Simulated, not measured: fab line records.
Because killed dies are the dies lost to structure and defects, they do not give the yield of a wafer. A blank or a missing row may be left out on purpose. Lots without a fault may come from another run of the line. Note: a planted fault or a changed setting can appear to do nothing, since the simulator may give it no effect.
fab line records | flow sky130
[record] lots = 12 wafers = 36 lastDay = 50
route steps=708 shown SONOS_ONO@171 POLY_GATE@205 LDD_P@265 LDD_HVN@275
lots that met no fault: taken from a fault-free run of the same line
startH: the number of hours between the record's first day and the start of the first shown wafer of the lot | waitH: hours since the lot's step before | " same as the row above | L1.1+2: several wafers, shown together as one row | - no value, or no start given | * or withheld: withheld | < > ~ a bound
route shown NAME@n: NAME is a module with steps in the file, n the number in the route of the first one | usual: average and standard deviation across the fault-free wafers | same: alike in all rows | chamber/n: place in a boat | sites: per-site readings | _std_site: their standard deviation | _edge_site: mean of outer sites minus mean of inner sites | radiusMm: how far each site lies from the wafer's centre | mask NAME#n: copy n | behind: tool/chamber where the wafer was last shaped | hold: cause of the lot's hold/its duration in hours/its outcome | device: transistor that didn't switch, given as n, p or np | end of line: the route-end tests of the same wafers | step lacking rows: just its recipe | killed: not the wafer's yield, but the dies lost to structure and defects at the first sort | map: a wafer's dies, x killed, . not, _ none there
set.NAME: the setting as run; set.NAME@STEP: as run at that earlier step | model.NAME: the simulator's own value behind a step, which no gauge read
steps of the route over a sample of lots; a table a step, a row a wafer
services: a tool's chamber out of use, with start hour (startH, from the record's first day; less than 0 if before it), hours out, and reason
[[steps]]
[step SKY_SONOS_ONO_THK_MEAS_03]
[recipe] reads = Si3N4_of_SONOS_ONO_CVD_02
[usual] SONOS_ONO_CVD_02_THK = 10.58/0.16
// columns lot.wafer tool chamber startH waitH SONOS_ONO_CVD_02_THK[nm]
L399.2 filmMetro-04 - 265.47 0.0 10.34
L399.4 " - " " 10.46
L399.6 " - " " 10.38
L401.2 filmMetro-02 - 283.87 0.0 10.36
L401.5 " - " " 10.40
L401.6 " - " " 10.52
L402.1 filmMetro-04 - 286.69 0.0 10.35
L402.5 " - " " 10.50
L402.6 " - " " 10.32
L403.1 filmMetro-03 - 296.67 0.0 10.24
L403.2 " - " " 10.46
L403.5 " - " " 10.44
L406.3 filmMetro-04 - 317.80 0.0 10.70
L406.4 " - " " 10.51
L406.5 " - " " 10.59
L411.2 filmMetro-02 - 357.10 0.0 10.52
L411.4 " - " " 10.65
L411.5 " - " " 10.47
L412.3 filmMetro-02 - 364.56 0.0 10.67
L412.4 " - " " 10.68
L412.5 " - " " 10.57
L414.1 filmMetro-02 - 382.20 0.0 10.61
L414.2 " - " " 10.40
L414.6 " - " " 10.48
L415.2 filmMetro-04 - 390.19 0.0 10.76
L415.4 " - " " 10.72
L415.6 " - " " 10.87
L416.1 filmMetro-02 - 403.79 0.0 10.79
L416.4 " - " " 10.86
L416.5 " - " " 10.81
L418.2 filmMetro-02 - 411.29 0.0 10.57
L418.3 " - " " 10.45
L418.5 " - " " 10.69
L419.4 filmMetro-03 - 427.55 0.0 10.66
L419.5 " - " " 10.56
L419.6 " - " " 10.54
[step SKY_POLY_GATE_THK_MEAS_01]
[recipe] reads = poly-Si_of_POLY_GATE_CVD_00
[usual] POLY_GATE_CVD_00_THK = 179.4/1.5
// columns lot.wafer tool chamber startH waitH POLY_GATE_CVD_00_THK[nm]
L399.2 filmMetro-03 - 324.62 0.0 176.5
L399.4 " - " " 178.8
L399.6 " - " " 177.6
L401.2 filmMetro-03 - 346.59 0.0 179.0
L401.5 " - " " 179.2
L401.6 " - " " 178.1
L402.1 filmMetro-02 - 350.07 0.0 180.6
L402.5 " - " " 181.4
L402.6 " - " " 181.9
L403.1 filmMetro-03 - 359.51 0.0 180.5
L403.2 " - " " 179.1
L403.5 " - " " 180.4
L406.3 filmMetro-03 - 379.77 0.0 178.1
L406.4 " - " " 177.0
L406.5 " - " " 176.8
L411.2 filmMetro-03 - 424.88 0.0 181.5
L411.4 " - " " 181.1
L411.5 " - " " 182.2
L412.3 filmMetro-02 - 434.38 0.0 180.6
L412.4 " - " " 180.1
L412.5 " - " " 182.1
L414.1 filmMetro-03 - 450.33 0.0 176.4
L414.2 " - " " 176.9
L414.6 " - " " 177.1
L415.2 filmMetro-02 - 460.19 0.0 180.0
L415.4 " - " " 178.9
L415.6 " - " " 178.8
L416.1 filmMetro-02 - 472.22 0.0 180.3
L416.4 " - " " 180.6
L416.5 " - " " 180.9
L418.2 filmMetro-02 - 481.19 0.0 178.9
L418.3 " - " " 180.3
L418.5 " - " " 181.5
L419.4 filmMetro-03 - 496.31 0.0 180.0
L419.5 " - " " 179.2
L419.6 " - " " 179.7
[step SKY_LDD_P_STRIP_10]
[recipe] chemistry = O2/N2 powerW = 1400 pressureMtorr = 1500 platenTempC = withheld o2FlowSccm = 3000 n2FlowSccm = 300 overashFraction = 0.5
[usual] chamberPressureMTorr = 1500.0/1.4 drypumpMotorCurrentA = 5.5/0.53 oesProductAu = 0.715/0.0049 stripTimeToEndpointS = 14.18/0.038
// columns lot.wafer tool chamber startH waitH chamberPressureMTorr drypumpMotorCurrentA oesProductAu rfHoursCounterH stripTimeToEndpointS
L399.2 plasmaAsher-04 0 448.26 0.1 1496.7 6.2 0.711 63 14.23
L399.4 " 0 " " 1501.3 6.2 0.722 - 14.23
L399.6 " 1 " " 1497.9 4.8 0.712 - 14.24
L401.2 plasmaAsher-01 0 474.76 0.1 1498.7 5.7 0.714 36 14.12
L401.5 " 0 " " 1496.8 5.7 0.717 - 14.14
L401.6 " 1 " " 1498.9 5.6 0.709 - 14.11
L402.1 plasmaAsher-02 1 478.16 0.1 1500.2 5.0 0.711 79 14.26
L402.5 " 1 " " 1499.7 5.0 0.712 - 14.25
L402.6 " 0 " " 1501.0 5.9 0.715 - 14.19
L403.1 plasmaAsher-01 1 488.66 0.1 1500.6 5.6 0.722 37 14.12
L403.2 " 0 " " 1499.9 5.7 0.709 37 14.17
L403.5 " 0 " " 1497.8 5.7 0.710 - 14.12
L406.3 plasmaAsher-04 1 508.24 0.1 1499.6 4.8 0.718 - 14.17
L406.4 " 0 " " 1499.6 6.2 0.717 - 14.19
L406.5 " 0 " " 1501.1 6.2 0.703 - 14.19
L411.2 plasmaAsher-02 0 554.84 0.1 1500.3 5.9 0.717 87 14.24
L411.4 " 1 " " 1501.1 5.0 0.711 - 14.18
L411.5 " 0 " " 1498.8 5.9 0.719 - 14.21
L412.3 plasmaAsher-04 0 563.07 0.1 1499.9 6.2 0.718 - 14.17
L412.4 " 1 " " 1499.4 4.8 0.715 - 14.22
L412.5 " 0 " " 1497.9 6.2 0.709 - 14.17
L414.1 plasmaAsher-01 0 577.26 0.1 1497.0 5.7 0.711 46 14.19
L414.2 " 1 " " 1500.7 5.6 0.716 46 14.15
L414.6 " 1 " " 1501.5 5.6 0.720 - 14.22
L415.2 plasmaAsher-04 1 587.49 0.1 1501.4 4.8 0.727 77 14.21
L415.4 " 0 " " 1499.8 6.2 0.712 - 14.19
L415.6 " 0 " " 1500.5 6.2 0.709 - 14.22
L416.1 plasmaAsher-01 1 599.19 0.1 1500.9 5.6 0.711 48 14.26
L416.4 " 0 " " 1499.2 5.7 0.709 - 14.15
L416.5 " 0 " " 1497.6 5.7 0.710 - 14.21
L418.2 plasmaAsher-02 0 606.41 0.1 1501.7 5.8 0.712 91 14.16
L418.3 " 1 " " 1498.0 5.0 0.709 - 14.12
L418.5 " 0 " " 1501.7 5.9 0.721 - 14.11
L419.4 plasmaAsher-04 0 627.57 0.1 1501.8 6.2 0.711 - 14.16
L419.5 " 0 " " 1501.2 6.2 0.717 - 14.17
L419.6 " 1 " " 1501.3 4.8 0.719 - 14.16
[step SKY_LDD_HVN_IMPLANT_08]
[recipe] species = P energyKev = 60 doseCm2 = 3e+13 tiltDeg = 40
[usual] beamOnS = 10.00/0.19 doseIonsCm2 = 3e+13/3.3e+10 endStationPressureTorr = 5.11e-06/2.7e-07 faradayCurrentUA = 169/3.2
[same] implantIonAmu = 31
// columns lot.wafer tool chamber startH waitH beamOnS doseIonsCm2 endStationPressureTorr faradayCurrentUA
L399.2 implanter-01 0 479.02 0.0 9.79 3.004e+13 4.94e-06 173
L399.4 " 0 " " 9.88 3.003e+13 4.72e-06 170
L399.6 " 0 " " 10.03 3.001e+13 4.72e-06 169
L401.2 implanter-01 0 505.87 0.0 11.51 2.6855e+14 5.9e-06 1304
L401.5 " 0 " " 11.93 2.6857e+14 5.84e-06 1267
L401.6 " 0 " " 11.60 2.6851e+14 6.18e-06 1300
L402.1 implanter-03 0 508.79 0.0 9.93 3.005e+13 4.67e-06 170
L402.5 " 0 " " 10.08 3.003e+13 5.18e-06 168
L402.6 " 0 " " 10.20 3.003e+13 5.11e-06 166
L403.1 implanter-01 0 519.25 0.0 11.44 2.6852e+14 6.6e-06 1324
L403.2 " 0 " " 11.65 2.6854e+14 5.55e-06 1298
L403.5 " 0 " " 11.89 2.6852e+14 5.73e-06 1269
L406.3 implanter-01 0 538.94 0.1 11.61 2.6854e+14 6.07e-06 1301
L406.4 " 0 " " 11.72 2.6852e+14 5.95e-06 1295
L406.5 " 0 " " 11.86 2.6858e+14 5.93e-06 1281
L411.2 implanter-02 0 584.67 0.0 10.21 3e+13 4.95e-06 166
L411.4 " 0 " " 9.95 3e+13 4.85e-06 170
L411.5 " 0 " " 10.12 3.006e+13 5.41e-06 166
L412.3 implanter-01 0 592.80 0.1 10.05 2.997e+13 5.12e-06 169
L412.4 " 0 " " 10.00 2.995e+13 4.57e-06 169
L412.5 " 0 " " 10.15 2.997e+13 4.82e-06 166
L414.1 implanter-01 0 607.60 0.0 10.57 3.005e+13 5.09e-06 160
L414.2 " 0 " " 10.06 3.003e+13 4.43e-06 168
L414.6 " 0 " " 10.20 3.001e+13 5.37e-06 166
L415.2 implanter-03 0 616.96 0.1 10.30 2.995e+13 4.92e-06 164
L415.4 " 0 " " 9.70 3.001e+13 5.25e-06 173
L415.6 " 0 " " 10.26 3.009e+13 4.55e-06 164
L416.1 implanter-03 0 628.05 0.0 10.12 2.999e+13 5.34e-06 168
L416.4 " 0 " " 9.98 3.007e+13 4.76e-06 168
L416.5 " 0 " " 9.94 3.003e+13 5.36e-06 171
L418.2 implanter-02 0 635.62 0.0 9.98 3.001e+13 4.73e-06 170
L418.3 " 0 " " 9.77 2.996e+13 5.34e-06 172
L418.5 " 0 " " 10.14 3e+13 5.03e-06 166
L419.4 implanter-03 0 657.22 0.1 10.12 2.995e+13 5e-06 167
L419.5 " 0 " " 10.03 3.004e+13 5e-06 168
L419.6 " 0 " " 9.81 2.997e+13 5.59e-06 172
[step SKY_LDD_HVN_TW_MEAS_10]
[usual] LDD_HVN_TW = 1436/13
// columns lot.wafer tool chamber startH waitH LDD_HVN_TW
L399.2 filmMetro-02 - 479.26 0.1 1442
L399.4 " - " " 1438
L399.6 " - " " 1443
L401.2 filmMetro-02 - 506.10 0.1 2840
L401.5 " - " " 2820
L401.6 " - " " 2823
L402.1 filmMetro-02 - 509.04 0.1 1441
L402.5 " - " " 1440
L402.6 " - " " 1450
L403.1 filmMetro-03 - 519.50 0.1 2771
L403.2 " - " " 2766
L403.5 " - " " 2753
L406.3 filmMetro-02 - 539.16 0.1 2843
L406.4 " - " " 2845
L406.5 " - " " 2844
L411.2 filmMetro-01 - 584.90 0.1 1441
L411.4 " - " " 1448
L411.5 " - " " 1446
L412.3 filmMetro-01 - 593.02 0.1 1451
L412.4 " - " " 1447
L412.5 " - " " 1441
L414.1 filmMetro-02 - 607.85 0.1 1441
L414.2 " - " " 1434
L414.6 " - " " 1444
L415.2 filmMetro-01 - 617.20 0.1 1433
L415.4 " - " " 1438
L415.6 " - " " 1438
L416.1 filmMetro-01 - 628.30 0.1 1428
L416.4 " - " " 1433
L416.5 " - " " 1439
L418.2 filmMetro-01 - 635.86 0.1 1438
L418.3 " - " " 1436
L418.5 " - " " 1440
L419.4 filmMetro-01 - 657.42 0.1 1434
L419.5 " - " " 1441
L419.6 " - " " 1445
[[services]]
// columns tool chamber startH hours kind
implanter-01 - 435.09 4.0 repair
plasmaAsher-04 - 441.30 0.4 repair
plasmaAsher-02 - 460.69 2.4 repair
plasmaAsher-02 - 478.60 1.2 repair
implanter-02 - 486.14 4.9 pm
implanter-02 - 509.15 1.8 repair
implanter-01 - 512.90 6.0 pm
implanter-01 - 519.48 2.9 pm
implanter-03 - 528.62 19.5 pm
implanter-01 - 539.08 19.1 repair
implanter-02 - 574.09 1.4 repair
plasmaAsher-02 - 578.95 2.8 pm
implanter-02 - 585.12 6.6 repair
implanter-01 - 607.75 26.4 pm
implanter-02 - 614.53 7.2 repair
implanter-01 - 648.28 3.2 repair
[[key]]
[firstSign] step = SKY_LDD_HVN_IMPLANT_08 reading = doseIonsCm2 direction = up sigmas = 99+ usual = * struck = *
[effect] step = SKY_LDD_HVN_IMPLANT_08 reading = faradayCurrentUA direction = up sigmas = 99+ usual = 169 struck = 1293
[effect] step = SKY_LDD_HVN_TW_MEAS_10 reading = LDD_HVN_TW direction = up sigmas = 99+ usual = 1436 struck = 2812
metAt SKY_LDD_HVN_IMPLANT_08
struckLots L401,L403,L406
testerLeftOut L401,L403,L406
notActingAt SKY_SONOS_ONO_THK_MEAS_03,SKY_POLY_GATE_THK_MEAS_01,SKY_LDD_P_STRIP_10
onsetBetween 479.02 505.87
[fault] kind = processParameterDrift tool = implanter-01 chamber = - onsetH = 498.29 steps = SKY_LDD_HVN_IMPLANT_08 channel = doseCm2 offset = * shape = step endH = 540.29 actsIn = * stated = *
// testerLeftOut: of these lots the tester's yield and bins aren't shown, on N5 and GAA mostly nor the transistor test; their killed dies are dies lost to structure and defects alone, not to doping, threshold or leakage, so they don't give the yield
